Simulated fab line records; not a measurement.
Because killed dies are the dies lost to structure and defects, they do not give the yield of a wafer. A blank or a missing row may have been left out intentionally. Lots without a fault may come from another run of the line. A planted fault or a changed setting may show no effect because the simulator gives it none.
Split-lot trial ; flow gf180mcu ; route with 602 steps; 5 lots, 23 wafers read

## ON THE SPLIT
At GF_SALICIDE_SPUTTER_03 (material TiN, target thk 20 nm, time 16.7 s), the setting powerW was moved away from the recipe's 6500 W on 4 of the 23 wafers read, by -4.0% to +6.8%. The other wafers ran this setting at the recipe's value.

No step appears in the file between the split and the reading.

## THE READING
SALICIDE_TIN_THK, in nm, at GF_SALICIDE_THK_MEAS_05 (measures by xrf). Fault-free wafers of this fab line usually give 20.31 nm, standard deviation 0.25 nm.

wafer;tool, chamber at the split;powerW as run, W;against the recipe;SALICIDE_TIN_THK, nm;against lot-mates on the recipe
L074.1;pvdSputter-01, -;6500;recipe;20.44;-
L074.2;pvdSputter-01, -;6500;recipe;20.64;-
L074.3;pvdSputter-01, -;6500;recipe;20.50;-
L078.1;pvdSputter-03, -;6500;recipe;20.14;-
L078.2;pvdSputter-03, -;6500;recipe;20.00;-
L078.3;pvdSputter-03, -;6241;-4.0%;19.14;-0.96
L078.4;pvdSputter-03, -;6241;-4.0%;19.33;-0.77
L078.6;pvdSputter-03, -;6500;recipe;20.16;-
L081.1;pvdSputter-01, -;6500;recipe;20.45;-
L081.3;pvdSputter-01, -;6500;recipe;20.36;-
L081.4;pvdSputter-01, -;6500;recipe;20.38;-
L081.5;pvdSputter-01, -;6500;recipe;20.41;-
L081.6;pvdSputter-01, -;6500;recipe;20.34;-
L082.1;pvdSputter-04, -;6500;recipe;20.34;-
L082.3;pvdSputter-04, -;6500;recipe;20.14;-
L082.4;pvdSputter-04, -;6943;+6.8%;21.48;+1.24
L082.5;pvdSputter-04, -;6500;recipe;20.24;-
L082.6;pvdSputter-04, -;6943;+6.8%;21.40;+1.16
L085.1;pvdSputter-04, -;6500;recipe;20.56;-
L085.2;pvdSputter-04, -;6500;recipe;20.28;-
L085.3;pvdSputter-04, -;6500;recipe;20.34;-
L085.4;pvdSputter-04, -;6500;recipe;20.56;-
L085.6;pvdSputter-04, -;6500;recipe;20.38;-

FIT RESULTS
A straight line over all 23 wafers: SALICIDE_TIN_THK changes by +0.193 nm for each +1% of powerW; r = +0.92; the points scatter about the line by 0.19 nm.
The same after taking each lot's own level away (the mean of its wafers on the recipe; 23 wafers): +0.187 nm for each +1%; r = +0.98; scatter 0.094 nm.
The reading moves by 1.3 nm for the largest change in powerW, on that fit.
Measured against the standard deviation above, the lots' own levels, which go from 20.100 to 20.527 nm, span 1.7 times it.
The two slopes are in agreement: the lot-to-lot level therefore moves the slope only a little.
Check: with one of the wafers moved furthest among these (+6.8%) left out of the fit, the line predicts +1.27 nm for it against its lot-mates. It came out at +1.24 nm against them.

## OTHER SPLITS APPLIED TO THESE WAFERS
Note: prior to the reading, these wafers also went through further splits. Each is held against what the fit with the lots' levels taken away leaves over:
other split on the same wafers;wafers away from the commonest value;r with SALICIDE_TIN_THK (lot level and that fit taken away)
GF_HV_LDD_SOFTBAKE_27 tempC;7;-0.02
GF_HV_LDD_COAT_41 spinRpm;10;-0.06
GF_HV_LDD_DEVELOP_45 developTimeS;10;-0.03
GF_NSD_DEVELOP_06 devTempC;7;+0.24
GF_NSD_IMPLANT_09 energyKev;9;-0.07
GF_PSD_IMPLANT_09 energyKev;9;+0.02
GF_SAB_DEVELOP_08 devTempC;10;+0.07

## THE WHOLE CHAIN: every reading that the file lists as answering this split, in the file's order
step;what it does;reading;change (the file's fit);r (the file's)
GF_SALICIDE_SPUTTER_03;material TiN, target thk 20 nm, time 16.7 s;TiN_of_SALICIDE_SPUTTER_03.thkNm (the simulator's own value, which no gauge read);+0.185 nm for each +1% of the setting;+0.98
GF_SALICIDE_THK_MEAS_05;measures by xrf;SALICIDE_TIN_THK;+0.186 for each +1% of the setting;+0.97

## FILE'S OWN FIT
SALICIDE_TIN_THK changes by +0.186 nm for each +1% of powerW, r = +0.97.
